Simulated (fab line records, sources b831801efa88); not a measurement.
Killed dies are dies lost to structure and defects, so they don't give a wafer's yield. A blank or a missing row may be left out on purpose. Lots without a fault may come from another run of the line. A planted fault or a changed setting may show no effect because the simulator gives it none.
Problem report in the 8D (eight disciplines) form, filled by code | flow sfq_line | the parts of the form that need people (team, actions taken, sign-off) are left out

1. THE PROBLEM
run_length_s at SFQ_TRILAYER_M4_ETCH_METAL_ETCH_096 reads a mean of 132.61 s on 6 wafers of 2 lots; wafers without a fault read 148.29 s with a standard deviation of 0.25. That is -63 standard deviations from the usual mean.
The step: etches Nb in Cl2/Ar, stops on SiO2, target depth 240 nm, time 120 s.
First seen on wafer L116.3, day 39 11:47, on rie_metal-03. The record holds 18 wafers of 6 lots with a number at this step. Rule for "out", or "out of limits": more than 4 standard deviations from the usual mean. The other wafers with a number count as sound.

2. WHAT IT IS AND WHAT IT IS NOT
question                    | is                           | is not
which readings at this step | run_length_s, oes_product_au | drypump_motor_current_A
which lots                  | L116, L117                   | L100, L107, L121, L123
which wafers of those lots  | all that have a number       | -
read on which tools         | rie_metal-03                 | rie_metal-02
when                        | from day 39 11:47            | up to then (6 sound wafers); but 6 sound wafers of L121, L123 came after

3. SUSPECTS, AND WHAT RULES EACH OUT
Counting: a tool at a process step up to the reading stays a suspect if it ran every lot that is out and no sound lot after the first of them.
- rie_metal-03 at SFQ_TRILAYER_M4_BARC_OPEN_METAL_ETCH_123 (etches BARC in O2, target depth 125 nm, time 41.7 s): kept. It ran every lot that is out, first L116 (day 39 11:41), and no sound lot after that; its last sound lot up to then is L100 (day 34 22:11).
- rie_metal-03 at SFQ_TRILAYER_M4_ETCH_METAL_ETCH_096 (etches Nb in Cl2/Ar, stops on SiO2, target depth 240 nm, time 120 s): kept. It ran every lot that is out, first L116 (day 39 11:47), and no sound lot after that; its last sound lot up to then is L100 (day 34 22:15). Its own readings are out on those wafers: oes_product_au, run_length_s.
Left after counting: rie_metal-03 at SFQ_TRILAYER_M4_BARC_OPEN_METAL_ETCH_123, rie_metal-03 at SFQ_TRILAYER_M4_ETCH_METAL_ETCH_096.

4. THE CAUSE (what the simulator had put in)
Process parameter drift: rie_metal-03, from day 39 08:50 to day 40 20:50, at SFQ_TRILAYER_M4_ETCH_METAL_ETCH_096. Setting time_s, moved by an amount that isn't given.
Counting left 2 suspects, and this tool is among them.

5. THE CHAIN OF EFFECTS, in route order
Each row: a reading whose mean over the struck wafers that have a number lies more than 3 standard deviations from the usual. Only readings for which the record gives a usual standard deviation are gone through. hours: the time from each lot's start at the first step in this table that gives one to its start at this step, as a median over the lots. sigmas: the change in usual standard deviations.
hours | step                                | reading        | usual      | on struck wafers | change | sigmas
0     | SFQ_TRILAYER_M4_ETCH_METAL_ETCH_096 | oes_product_au | 0.897 a.u. | 1.002            | +0.105 | +12
0     | SFQ_TRILAYER_M4_ETCH_METAL_ETCH_096 | run_length_s   | 148.29 s   | 132.61           | -15.68 | -63
The process steps in it:
- SFQ_TRILAYER_M4_ETCH_METAL_ETCH_096: etches Nb in Cl2/Ar, stops on SiO2, target depth 240 nm, time 120 s.
Readings that are blank on the struck wafers while sound wafers have them: rf_fwd_power_W at SFQ_TRILAYER_M4_ETCH_METAL_ETCH_096.

6. WHAT WOULD HAVE CAUGHT IT SOONER
In this record the first reading out of limits was taken at day 39 11:47, 3 hours after the fault began at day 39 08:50.
